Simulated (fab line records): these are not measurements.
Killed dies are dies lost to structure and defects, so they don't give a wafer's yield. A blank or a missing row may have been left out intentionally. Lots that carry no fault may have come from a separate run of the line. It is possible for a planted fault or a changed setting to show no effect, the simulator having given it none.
What tool caused it? / flow gf180mcu / 24 lots with 72 wafers sampled at 6 steps, on a route of 602 steps

## WHAT EACH GAUGE READ, for each wafer
GF_STI_THK_MEAS_04. Usual: STI_CVD_03_THK gives 209.1 nm (standard deviation 2).
lot=L074; measured=day 1 13:34; on=film metro-03; STI_CVD_03_THK (nm)=205.6 208.1 208.2; flag=
lot=L075; measured=day 1 18:34; on=film metro-04; STI_CVD_03_THK (nm)=208.0 208.8 208.9; flag=
lot=L076; measured=day 1 23:34; on=film metro-04; STI_CVD_03_THK (nm)=212.1 210.3 209.6; flag=
lot=L077; measured=day 2 05:23; on=film metro-03; STI_CVD_03_THK (nm)=212.6 210.5 212.8; flag=
lot=L078; measured=day 2 10:23; on=film metro-03; STI_CVD_03_THK (nm)=208.4 209.4 208.8; flag=
lot=L079; measured=day 2 14:34; on=film metro-04; STI_CVD_03_THK (nm)=207.5 209.4 210.2; flag=
lot=L080; measured=day 2 19:54; on=film metro-04; STI_CVD_03_THK (nm)=213.2 211.3 212.4; flag=
lot=L081; measured=day 3 01:47; on=film metro-03; STI_CVD_03_THK (nm)=210.6 210.8 210.0; flag=
lot=L082; measured=day 3 06:10; on=film metro-04; STI_CVD_03_THK (nm)=208.3 207.2 210.2; flag=
lot=L083; measured=day 3 10:49; on=film metro-02; STI_CVD_03_THK (nm)=208.1 207.7 208.1; flag=
lot=L084; measured=day 3 15:35; on=film metro-03; STI_CVD_03_THK (nm)=209.4 208.8 208.3; flag=
lot=L085; measured=day 3 20:36; on=film metro-03; STI_CVD_03_THK (nm)=208.7 207.6 208.8; flag=
lot=L086; measured=day 4 02:46; on=film metro-03; STI_CVD_03_THK (nm)=210.5 211.1 211.5; flag=
lot=L087; measured=day 4 06:46; on=film metro-02; STI_CVD_03_THK (nm)=208.6 206.3 209.9; flag=
lot=L088; measured=day 4 13:32; on=film metro-03; STI_CVD_03_THK (nm)=210.3 208.5 210.2; flag=
lot=L089; measured=day 4 16:34; on=film metro-04; STI_CVD_03_THK (nm)=205.2 205.2 205.5; flag=
lot=L090; measured=day 4 21:46; on=film metro-03; STI_CVD_03_THK (nm)=207.2 209.4 207.2; flag=
lot=L091; measured=day 5 02:34; on=film metro-03; STI_CVD_03_THK (nm)=206.2 207.0 207.4; flag=
lot=L092; measured=day 5 08:18; on=film metro-03; STI_CVD_03_THK (nm)=207.9 206.5 209.7; flag=
lot=L093; measured=day 5 12:34; on=film metro-04; STI_CVD_03_THK (nm)=205.6 207.3 204.8; flag=
lot=L094; measured=day 5 18:38; on=film metro-03; STI_CVD_03_THK (nm)=210.0 210.2 210.4; flag=
lot=L095; measured=day 6 00:23; on=film metro-02; STI_CVD_03_THK (nm)=213.4 212.4 212.6; flag=
lot=L096; measured=day 6 04:45; on=film metro-02; STI_CVD_03_THK (nm)=208.7 210.2 209.3; flag=
lot=L097; measured=day 6 13:14; on=film metro-02; STI_CVD_03_THK (nm)=207.3 210.3 209.3; flag=

GF_NWELL_OVL_MEAS_07. Usual: NWELL_OVL gives -0.3 nm (standard deviation 1.4).
lot=L074; measured=day 3 07:17; on=overlay-02; NWELL_OVL (nm)=-0.7 0.1 -2.2; flag=
lot=L075; measured=day 3 12:48; on=overlay-01; NWELL_OVL (nm)=-0.2 -0.2 0.8; flag=
lot=L076; measured=day 3 17:28; on=overlay-02; NWELL_OVL (nm)=-2.5 -3.0 -1.0; flag=
lot=L077; measured=day 4 00:21; on=overlay-01; NWELL_OVL (nm)=-1.1 -1.1 -1.2; flag=
lot=L078; measured=day 4 04:50; on=overlay-01; NWELL_OVL (nm)=-2.5 -3.0 -2.0; flag=
lot=L079; measured=day 4 10:29; on=overlay-02; NWELL_OVL (nm)=-0.5 -0.7 -0.3; flag=
lot=L080; measured=day 4 15:05; on=overlay-01; NWELL_OVL (nm)=1.9 1.2 1.7; flag=
lot=L081; measured=day 4 22:43; on=overlay-01; NWELL_OVL (nm)=-1.5 0.4 -1.1; flag=
lot=L082; measured=day 5 01:55; on=overlay-01; NWELL_OVL (nm)=0.1 -0.7 -0.1; flag=
lot=L083; measured=day 5 08:06; on=overlay-02; NWELL_OVL (nm)=0.1 0.2 -0.1; flag=
lot=L084; measured=day 5 13:52; on=overlay-01; NWELL_OVL (nm)=0.0 0.0 0.1; flag=
lot=L085; measured=day 5 20:41; on=overlay-01; NWELL_OVL (nm)=1.8 1.8 1.9; flag=
lot=L086; measured=day 6 01:28; on=overlay-02; NWELL_OVL (nm)=2.9 0.6 2.7; flag=
lot=L087; measured=day 6 06:35; on=overlay-02; NWELL_OVL (nm)=-0.5 0.3 -0.8; flag=
lot=L088; measured=day 6 13:22; on=overlay-01; NWELL_OVL (nm)=-1.8 -1.7 -0.8; flag=
lot=L089; measured=day 6 17:26; on=overlay-01; NWELL_OVL (nm)=-0.2 -2.8 -1.7; flag=
lot=L090; measured=day 6 22:33; on=overlay-01; NWELL_OVL (nm)=1.1 1.4 0.6; flag=
lot=L091; measured=day 7 04:07; on=overlay-02; NWELL_OVL (nm)=0.6 2.5 0.2; flag=
lot=L092; measured=day 7 09:58; on=overlay-01; NWELL_OVL (nm)=-1.0 -1.0 -0.5; flag=
lot=L093; measured=day 7 15:16; on=overlay-02; NWELL_OVL (nm)=-0.2 -1.0 0.0; flag=
lot=L094; measured=day 7 21:59; on=overlay-01; NWELL_OVL (nm)=-0.4 0.2 0.1; flag=
lot=L095; measured=day 8 03:08; on=overlay-02; NWELL_OVL (nm)=-3.4 -2.9 -1.8; flag=
lot=L096; measured=day 8 06:56; on=overlay-02; NWELL_OVL (nm)=1.7 0.9 -0.1; flag=
lot=L097; measured=day 8 18:35; on=overlay-01; NWELL_OVL (nm)=0.4 1.2 0.4; flag=

GF_HV_LDD_OVL_MEAS_20. Usual: HV_LDD_01_OVL gives -0.8 nm (standard deviation 1.3).
lot=L074; measured=day 10 19:15; on=overlay-02; HV_LDD_01_OVL (nm)=1.0 -1.4 0.4; flag=
lot=L075; measured=day 11 02:03; on=overlay-02; HV_LDD_01_OVL (nm)=-0.5 -0.9 -1.3; flag=
lot=L076; measured=day 11 10:12; on=overlay-01; HV_LDD_01_OVL (nm)=0.5 -0.1 1.0; flag=
lot=L077; measured=day 11 18:40; on=overlay-02; HV_LDD_01_OVL (nm)=-0.6 1.3 1.1; flag=
lot=L078; measured=day 12 02:34; on=overlay-02; HV_LDD_01_OVL (nm)=-3.2 -3.7 -2.6; flag=
lot=L079; measured=day 12 09:54; on=overlay-02; HV_LDD_01_OVL (nm)=-2.9 -1.9 -0.5; flag=
lot=L080; measured=day 12 12:55; on=overlay-01; HV_LDD_01_OVL (nm)=0.4 -0.5 1.0; flag=
lot=L081; measured=day 13 03:51; on=overlay-01; HV_LDD_01_OVL (nm)=-0.3 0.6 0.2; flag=
lot=L082; measured=day 13 03:54; on=overlay-02; HV_LDD_01_OVL (nm)=-1.1 -1.2 -2.2; flag=
lot=L083; measured=day 13 15:01; on=overlay-02; HV_LDD_01_OVL (nm)=-0.9 -1.2 -0.7; flag=
lot=L084; measured=day 13 23:21; on=overlay-02; HV_LDD_01_OVL (nm)=-2.2 -2.4 -0.9; flag=
lot=L085; measured=day 14 09:31; on=overlay-02; HV_LDD_01_OVL (nm)=-0.8 -1.8 -1.0; flag=
lot=L086; measured=day 14 12:54; on=overlay-02; HV_LDD_01_OVL (nm)=-0.2 -1.8 -2.2; flag=
lot=L087; measured=day 14 21:04; on=overlay-02; HV_LDD_01_OVL (nm)=1.1 -0.2 -0.9; flag=
lot=L088; measured=day 15 07:03; on=overlay-02; HV_LDD_01_OVL (nm)=-2.0 -3.8 -3.2; flag=
lot=L089; measured=day 15 11:00; on=overlay-01; HV_LDD_01_OVL (nm)=-0.9 -1.8 -0.3; flag=
lot=L090; measured=day 15 17:00; on=overlay-01; HV_LDD_01_OVL (nm)=-0.6 0.0 -0.5; flag=
lot=L091; measured=day 16 01:21; on=overlay-02; HV_LDD_01_OVL (nm)=-1.7 -2.0 0.4; flag=
lot=L092; measured=day 16 07:17; on=overlay-01; HV_LDD_01_OVL (nm)=-1.3 0.1 -0.1; flag=
lot=L093; measured=day 16 18:51; on=overlay-01; HV_LDD_01_OVL (nm)=0.7 -0.6 0.6; flag=
lot=L094; measured=day 17 04:33; on=overlay-01; HV_LDD_01_OVL (nm)=-2.1 -1.9 -2.6; flag=
lot=L095; measured=day 17 10:21; on=overlay-02; HV_LDD_01_OVL (nm)=-0.1 0.9 0.9; flag=
lot=L096; measured=day 17 14:28; on=overlay-01; HV_LDD_01_OVL (nm)=0.5 -0.2 -0.3; flag=
lot=L097; measured=day 18 07:02; on=overlay-01; HV_LDD_01_OVL (nm)=-1.0 -1.0 -0.6; flag=

GF_V4_CD_MEAS_14: the cd target is 260 nm. Usual: 259.9 nm for cd nm, sd 1.1.
lot=L074; measured=day 24 09:06; on=cd sem-01; cd nm (nm)=261.7 262.0 261.6; flag=
lot=L075; measured=day 24 17:38; on=cd sem-01; cd nm (nm)=260.6 260.8 260.9; flag=
lot=L076; measured=day 25 05:01; on=cd sem-01; cd nm (nm)=259.9 259.2 260.6; flag=
lot=L077; measured=day 25 14:13; on=cd sem-01; cd nm (nm)=261.0 260.5 259.8; flag=
lot=L078; measured=day 25 20:52; on=cd sem-01; cd nm (nm)=260.6 260.3 260.8; flag=
lot=L079; measured=day 26 06:52; on=cd sem-02; cd nm (nm)=259.6 260.5 259.1; flag=
lot=L080; measured=day 26 07:55; on=cd sem-01; cd nm (nm)=259.6 259.5 259.8; flag=
lot=L081; measured=day 26 22:58; on=cd sem-01; cd nm (nm)=261.0 260.7 260.2; flag=
lot=L082; measured=day 27 00:31; on=cd sem-02; cd nm (nm)=259.4 259.8 259.3; flag=
lot=L083; measured=day 27 13:10; on=cd sem-01; cd nm (nm)=260.2 260.0 260.2; flag=
lot=L084; measured=day 27 18:11; on=cd sem-01; cd nm (nm)=258.5 259.7 258.4; flag=
lot=L085; measured=day 28 07:41; on=cd sem-01; cd nm (nm)=260.9 261.4 260.4; flag=
lot=L086; measured=day 28 10:49; on=cd sem-01; cd nm (nm)=258.6 260.5 259.0; flag=
lot=L087; measured=day 28 14:25; on=cd sem-01; cd nm (nm)=257.7 257.9 257.6; flag=
lot=L088; measured=day 29 00:08; on=cd sem-02; cd nm (nm)=259.8 260.0 260.9; flag=
lot=L089; measured=day 29 05:23; on=cd sem-02; cd nm (nm)=262.0 261.1 260.0; flag=
lot=L090; measured=day 29 09:01; on=cd sem-01; cd nm (nm)=260.0 258.6 258.7; flag=
lot=L091; measured=day 29 17:47; on=cd sem-01; cd nm (nm)=259.5 259.8 259.5; flag=
lot=L092; measured=day 30 00:46; on=cd sem-01; cd nm (nm)=260.1 260.2 260.6; flag=
lot=L093; measured=day 30 07:49; on=cd sem-02; cd nm (nm)=259.9 259.3 259.7; flag=
lot=L094; measured=day 30 16:31; on=cd sem-01; cd nm (nm)=261.0 261.0 260.4; flag=
lot=L095; measured=day 30 20:40; on=cd sem-02; cd nm (nm)=258.2 258.9 258.6; flag=
lot=L096; measured=day 31 00:07; on=cd sem-02; cd nm (nm)=259.7 259.0 258.8; flag=
lot=L097; measured=day 31 12:10; on=cd sem-02; cd nm (nm)=259.2 259.4 259.7; flag=

## WHICH TOOL RAN EACH LOT (tool, then ch and the chambers of the sampled wafers, then the start)
lot=L074; GF_SALICIDE_SPUTTER_03=pvd sputter-01, day 15 01:10; GF_V4_CVD_02=pecvd-04 ch 0,1, day 23 10:43
lot=L075; GF_SALICIDE_SPUTTER_03=pvd sputter-01, day 15 09:49; GF_V4_CVD_02=pecvd-01 ch 0,2, day 23 18:37
lot=L076; GF_SALICIDE_SPUTTER_03=pvd sputter-01, day 15 20:45; GF_V4_CVD_02=pecvd-02 ch 0,1,2, day 24 06:48
lot=L077; GF_SALICIDE_SPUTTER_03=pvd sputter-03, day 16 06:15; GF_V4_CVD_02=pecvd-02 ch 0,2, day 24 16:08
lot=L078; GF_SALICIDE_SPUTTER_03=pvd sputter-02, day 16 15:33; GF_V4_CVD_02=pecvd-01 ch 1,2, day 24 23:03
lot=L079; GF_SALICIDE_SPUTTER_03=pvd sputter-02, day 17 00:07; GF_V4_CVD_02=pecvd-04 ch 0,2, day 25 08:59
lot=L080; GF_SALICIDE_SPUTTER_03=pvd sputter-01, day 17 04:46; GF_V4_CVD_02=pecvd-01 ch 1,2, day 25 10:37
lot=L081; GF_SALICIDE_SPUTTER_03=pvd sputter-03, day 17 20:46; GF_V4_CVD_02=pecvd-02 ch 0,1,2, day 26 02:06
lot=L082; GF_SALICIDE_SPUTTER_03=pvd sputter-02, day 17 21:18; GF_V4_CVD_02=pecvd-04 ch 0,2, day 26 03:06
lot=L083; GF_SALICIDE_SPUTTER_03=pvd sputter-01, day 18 11:58; GF_V4_CVD_02=pecvd-01 ch 0,1,2, day 26 16:29
lot=L084; GF_SALICIDE_SPUTTER_03=pvd sputter-03, day 18 18:52; GF_V4_CVD_02=pecvd-04 ch 0,1, day 26 22:01
lot=L085; GF_SALICIDE_SPUTTER_03=pvd sputter-01, day 19 09:48; GF_V4_CVD_02=pecvd-04 ch 0,1,2, day 27 11:28
lot=L086; GF_SALICIDE_SPUTTER_03=pvd sputter-01, day 19 14:06; GF_V4_CVD_02=pecvd-04 ch 0,1,2, day 27 14:26
lot=L087; GF_SALICIDE_SPUTTER_03=pvd sputter-01, day 19 20:03; GF_V4_CVD_02=pecvd-01 ch 0,1, day 27 18:05
lot=L088; GF_SALICIDE_SPUTTER_03=pvd sputter-01, day 20 08:00; GF_V4_CVD_02=pecvd-02 ch 1,2, day 28 04:11
lot=L089; GF_SALICIDE_SPUTTER_03=pvd sputter-01, day 20 14:33; GF_V4_CVD_02=pecvd-02 ch 0,1,2, day 28 09:37
lot=L090; GF_SALICIDE_SPUTTER_03=pvd sputter-03, day 20 19:55; GF_V4_CVD_02=pecvd-02 ch 1,2, day 28 13:32
lot=L091; GF_SALICIDE_SPUTTER_03=pvd sputter-01, day 21 05:49; GF_V4_CVD_02=pecvd-04 ch 1,2, day 28 22:27
lot=L092; GF_SALICIDE_SPUTTER_03=pvd sputter-02, day 21 13:26; GF_V4_CVD_02=pecvd-04 ch 0,1,2, day 29 05:13
lot=L093; GF_SALICIDE_SPUTTER_03=pvd sputter-01, day 21 22:38; GF_V4_CVD_02=pecvd-01 ch 0,1,2, day 29 12:40
lot=L094; GF_SALICIDE_SPUTTER_03=pvd sputter-03, day 22 09:18; GF_V4_CVD_02=pecvd-04 ch 0,2, day 29 21:19
lot=L095; GF_SALICIDE_SPUTTER_03=pvd sputter-03, day 22 16:24; GF_V4_CVD_02=pecvd-04 ch 0,1, day 30 01:55
lot=L096; GF_SALICIDE_SPUTTER_03=pvd sputter-02, day 22 21:16; GF_V4_CVD_02=pecvd-04 ch 0,1, day 30 05:05
lot=L097; GF_SALICIDE_SPUTTER_03=pvd sputter-03, day 23 12:45; GF_V4_CVD_02=pecvd-01 ch 0,2, day 30 17:55
- GF_SALICIDE_SPUTTER_03: material TiN, target thk 20 nm, time 16.7 s.
- GF_V4_CVD_02: deposits SiO2 from TEOS, target thk 850 nm, time 94.851 s.

## AS READ BY THE TOOLS THEMSELVES (means over the sampled wafers that have a number; for cases with no such wafer, the mark the record gives instead)
GF_SALICIDE_SPUTTER_03. Usual: 30.1 % for throttle valve pct, sd 0.99.
lot=L074; tool=pvd sputter-01; throttle valve pct (%)=30.4; flag=
lot=L075; tool=pvd sputter-01; throttle valve pct (%)=31.0; flag=
lot=L076; tool=pvd sputter-01; throttle valve pct (%)=30.0; flag=
lot=L077; tool=pvd sputter-03; throttle valve pct (%)=29.8; flag=
lot=L078; tool=pvd sputter-02; throttle valve pct (%)=30.2; flag=
lot=L079; tool=pvd sputter-02; throttle valve pct (%)=30.3; flag=
lot=L080; tool=pvd sputter-01; throttle valve pct (%)=30.4; flag=
lot=L081; tool=pvd sputter-03; throttle valve pct (%)=29.3; flag=
lot=L082; tool=pvd sputter-02; throttle valve pct (%)=30.4; flag=
lot=L083; tool=pvd sputter-01; throttle valve pct (%)=30.1; flag=
lot=L084; tool=pvd sputter-03; throttle valve pct (%)=29.6; flag=
lot=L085; tool=pvd sputter-01; throttle valve pct (%)=31.0; flag=
lot=L086; tool=pvd sputter-01; throttle valve pct (%)=30.5; flag=
lot=L087; tool=pvd sputter-01; throttle valve pct (%)=30.7; flag=
lot=L088; tool=pvd sputter-01; throttle valve pct (%)=30.5; flag=
lot=L089; tool=pvd sputter-01; throttle valve pct (%)=30.5; flag=
lot=L090; tool=pvd sputter-03; throttle valve pct (%)=29.3; flag=
lot=L091; tool=pvd sputter-01; throttle valve pct (%)=30.8; flag=
lot=L092; tool=pvd sputter-02; throttle valve pct (%)=30.2; flag=
lot=L093; tool=pvd sputter-01; throttle valve pct (%)=30.4; flag=
lot=L094; tool=pvd sputter-03; throttle valve pct (%)=30.0; flag=
lot=L095; tool=pvd sputter-03; throttle valve pct (%)=30.3; flag=
lot=L096; tool=pvd sputter-02; throttle valve pct (%)=29.5; flag=
lot=L097; tool=pvd sputter-03; throttle valve pct (%)=29.5; flag=

GF_V4_CVD_02. Usual: 622 W for heater power w, sd 110.
lot=L074; tool=pecvd-04; heater power w (W)=596; flag=
lot=L075; tool=pecvd-01; heater power w (W)=755; flag=
lot=L076; tool=pecvd-02; heater power w (W)=575; flag=
lot=L077; tool=pecvd-02; heater power w (W)=624; flag=
lot=L078; tool=pecvd-01; heater power w (W)=788; flag=
lot=L079; tool=pecvd-04; heater power w (W)=580; flag=
lot=L080; tool=pecvd-01; heater power w (W)=780; flag=
lot=L081; tool=pecvd-02; heater power w (W)=564; flag=
lot=L082; tool=pecvd-04; heater power w (W)=572; flag=
lot=L083; tool=pecvd-01; heater power w (W)=688; flag=
lot=L084; tool=pecvd-04; heater power w (W)=561; flag=
lot=L085; tool=pecvd-04; heater power w (W)=590; flag=
lot=L086; tool=pecvd-04; heater power w (W)=629; flag=
lot=L087; tool=pecvd-01; heater power w (W)=598; flag=
lot=L088; tool=pecvd-02; heater power w (W)=543; flag=
lot=L089; tool=pecvd-02; heater power w (W)=561; flag=
lot=L090; tool=pecvd-02; heater power w (W)=563; flag=
lot=L091; tool=pecvd-04; heater power w (W)=626; flag=
lot=L092; tool=pecvd-04; heater power w (W)=536; flag=
lot=L093; tool=pecvd-01; heater power w (W)=742; flag=
lot=L094; tool=pecvd-04; heater power w (W)=539; flag=
lot=L095; tool=pecvd-04; heater power w (W)=562; flag=
lot=L096; tool=pecvd-04; heater power w (W)=565; flag=
lot=L097; tool=pecvd-01; heater power w (W)=707; flag=

## THE ANSWER, worked out from the rows above alone
Rule: lot off if the mean of its wafers having a number is beyond 3 standard deviations from the usual mean. A lot without any number at a reading at which 4 lots or more have one is off too. Where the step has rows for the other lots, those lots are counted as sound. After the gauges, taken in route order, come the tools' own readings; for these a lot's mean is taken, as printed above. The first step at which some lot is off is used, and at that step the reading that is off furthest; a lot without a number counts as furthest.
Nothing can be told from this: no lot is off at any reading shown.

## WHAT HAD BEEN PUT IN BY THE SIMULATOR
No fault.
